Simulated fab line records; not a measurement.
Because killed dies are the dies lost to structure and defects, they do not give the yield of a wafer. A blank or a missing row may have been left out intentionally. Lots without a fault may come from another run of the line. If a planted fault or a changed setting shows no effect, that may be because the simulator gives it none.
Problem report in the 8D (eight disciplines) form, filled by code / flow sfq-line / the parts of the form that need people (team, actions taken, sign-off) are left out

## 1. WHAT WENT WRONG
At SFQ_TRILAYER_L0_LITHO_PEB_008, heater-power-total-W averages 78.32 W over 6 wafers from 2 lots, while fault-free wafers read 79.15 W, standard deviation 0.067. That is -12 standard deviations from the usual mean.
The step: peb time 60 s.
First observed at day 7 05:25: wafer L595.1, on litho-track-02. The record has a number at this step for 18 wafers belonging to 6 lots. The rule behind "out" and "out of limits": a value lying over 4 standard deviations away from the usual mean. Any other wafer with a number is counted as sound.

## 2. WHAT IT IS, WHAT IT ISN'T
question=which readings at this step | is=heater-power-total-W, plate-temp-C | is not=resist-line-temp-C
question=which lots | is=L595, L598 | is not=L602, L608, L610, L611
question=which wafers of those lots | is=all that have a number | is not=-
question=read on which tools | is=litho-track-02 | is not=litho-track-01, litho-track-04
question=when | is=from day 7 05:25 | is not=up to then (0 sound wafers); but 12 sound wafers of L602, L608, L610, L611 came after

## 3. SUSPECTS, AND WHAT RULES EACH OUT
Counting: a tool stays on the suspect list if, at a process step up to the reading, it processed all lots that are out and no sound lot following the first of them.
- litho-track-02 at SFQ_TRILAYER_L0_LITHO_PEB_008 (peb time 60 s): ruled out as a lasting fault. Sound lots L610, L611 ran on it after its first lot that is out, L595 (day 7 05:25).
Left after counting: nothing in the record.

## 4. THE CAUSE (what the simulator had put in)
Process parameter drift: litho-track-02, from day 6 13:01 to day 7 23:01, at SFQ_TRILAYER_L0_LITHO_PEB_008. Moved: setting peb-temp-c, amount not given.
Counting ruled it out, wrongly.

## 5. SEQUENCE OF EFFECTS, ordered by route
Rows list readings where the struck wafers' mean (over those with a number) sits beyond 3 standard deviations from the usual. Only readings whose record carries a usual standard deviation are examined. hours: median over the lots of the time between each lot's start at the first step of this table that gives one and its start at this step. sigmas: the change, counted in usual standard deviations.
hours=0; step=SFQ_TRILAYER_L0_LITHO_PEB_008; reading=heater-power-total-W; usual=79.15 W; on struck wafers=78.32; change=-0.83; sigmas=-12
hours=0; step=SFQ_TRILAYER_L0_LITHO_PEB_008; reading=plate-temp-C; usual=115.02 C; on struck wafers=114.00; change=-1.02; sigmas=-7.3
Process steps it contains:
- SFQ_TRILAYER_L0_LITHO_PEB_008: peb time 60 s.

## 6. WHAT WOULD HAVE CAUGHT IT SOONER
The fault began at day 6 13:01; the first out-of-limits reading in this record came at day 7 05:25, 16 hours later.
